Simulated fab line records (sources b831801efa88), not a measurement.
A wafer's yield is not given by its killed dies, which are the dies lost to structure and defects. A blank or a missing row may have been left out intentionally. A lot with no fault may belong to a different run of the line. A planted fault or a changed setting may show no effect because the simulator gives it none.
Split-lot trial + flow sky130 + 5 lots, 23 wafers read, on a route of 708 steps

## SPLIT DETAILS
At SKY_RES_PROTECT_EXPOSE_04 (exposes mask RPM, target cd 1270 nm), the setting dose_mj was moved away from the recipe's 131 on 5 of the 23 wafers read, by +3.4% to +5.9%. This setting was run at the recipe's value on the other wafers.

## THE PATH FROM SPLIT TO READING: the file shows 1 step between them
- SKY_RES_PROTECT_PEB_05

## THE READING
RES_PROTECT.cd_nm (the simulator's own value, which no gauge read), in nm, at SKY_RES_PROTECT_DEVELOP_06 (develop time 58.99 s). The file gives no usual value for it. The 18 wafers here that ran the recipe average 1272 nm, standard deviation 1.1 nm.

| wafer  | tool, chamber at the split | dose_mj as run | against the recipe | RES_PROTECT.cd_nm, nm | against lot-mates on the recipe |
|--------|----------------------------|----------------|--------------------|-----------------------|---------------------------------|
| L074.1 | iline_stepper-02, 0        | 131            | recipe             | 1271                  | -                               |
| L074.2 | iline_stepper-02, 0        | 131            | recipe             | 1272                  | -                               |
| L074.5 | iline_stepper-02, 0        | 131            | recipe             | 1272                  | -                               |
| L074.3 | iline_stepper-02, 0        | 131            | recipe             | 1273                  | -                               |
| L074.4 | iline_stepper-02, 0        | 131            | recipe             | 1273                  | -                               |
| L076.1 | iline_stepper-02, 0        | 131            | recipe             | 1273                  | -                               |
| L076.2 | iline_stepper-02, 0        | 131            | recipe             | 1273                  | -                               |
| L076.3 | iline_stepper-02, 0        | 131            | recipe             | 1273                  | -                               |
| L076.5 | iline_stepper-02, 0        | 138.7          | +5.9%              | 1255                  | -18                             |
| L076.6 | iline_stepper-02, 0        | 138.7          | +5.9%              | 1256                  | -17                             |
| L081.1 | iline_stepper-01, 0        | 131            | recipe             | 1271                  | -                               |
| L081.2 | iline_stepper-01, 0        | 131            | recipe             | 1271                  | -                               |
| L081.3 | iline_stepper-01, 0        | 131            | recipe             | 1271                  | -                               |
| L081.5 | iline_stepper-01, 0        | 131            | recipe             | 1271                  | -                               |
| L081.6 | iline_stepper-01, 0        | 131            | recipe             | 1270                  | -                               |
| L083.2 | iline_stepper-02, 0        | 131            | recipe             | 1271                  | -                               |
| L083.4 | iline_stepper-02, 0        | 131            | recipe             | 1271                  | -                               |
| L083.3 | iline_stepper-02, 0        | 135.4          | +3.4%              | 1262                  | -9                              |
| L083.5 | iline_stepper-02, 0        | 135.4          | +3.4%              | 1262                  | -9                              |
| L083.6 | iline_stepper-02, 0        | 135.4          | +3.4%              | 1262                  | -9                              |
| L084.1 | iline_stepper-02, 0        | 131            | recipe             | 1273                  | -                               |
| L084.5 | iline_stepper-02, 0        | 131            | recipe             | 1273                  | -                               |
| L084.2 | iline_stepper-02, 0        | 131            | recipe             | 1270                  | -                               |

THE FIT
A straight line over all 23 wafers: RES_PROTECT.cd_nm changes by -2.81 nm for each +1% of dose_mj; r = -0.98; the points scatter about the line by 1 nm.
The same after taking each lot's own level away (the mean of its wafers on the recipe; 23 wafers): -2.89 nm for each +1%; r = -0.99; scatter 0.76 nm.
Per that fit: largest dose_mj move, reading shift of 17 nm.
Measured against the standard deviation above, the lots' own levels, which go from 1270.8 to 1273.0 nm, span 2.0 times it.
The two slopes agree, so the slope changes little with the lot-to-lot level.
Check: for one of the wafers moved furthest among these (+5.9%), held out of the fit, the line's prediction against its lot-mates is -16.4 nm. Against them it came out at -18 nm.

## THE OTHER SPLITS THESE WAFERS WENT THROUGH
Before the reading, these wafers also passed through other splits. Each is held against what the fit with the lots' levels taken away leaves over:
| other split on the same wafers        | wafers away from the commonest value | r with RES_PROTECT.cd_nm (lot level and that fit taken away) |
|---------------------------------------|--------------------------------------|--------------------------------------------------------------|
| SKY_VT_ADJUST_PCH_IMPLANT_08 dose_cm2 | 10                                   | -0.21                                                        |
| SKY_SONOS_ONO_OXIDATION_00 ox_time_s  | 10                                   | +0.07                                                        |
| SKY_SONOS_ONO_EXPOSE_10 dose_mj       | 8                                    | -0.24                                                        |
| SKY_GATE_OXIDE_COAT_05 resist_thk_nm  | 9                                    | +0.17                                                        |
| SKY_GATE_OXIDE_DEVELOP_09 dev_temp_c  | 8                                    | -0.07                                                        |

## FILE'S OWN FIT
RES_PROTECT.cd_nm changes by -2.86 nm for each +1% of dose_mj, r = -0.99.
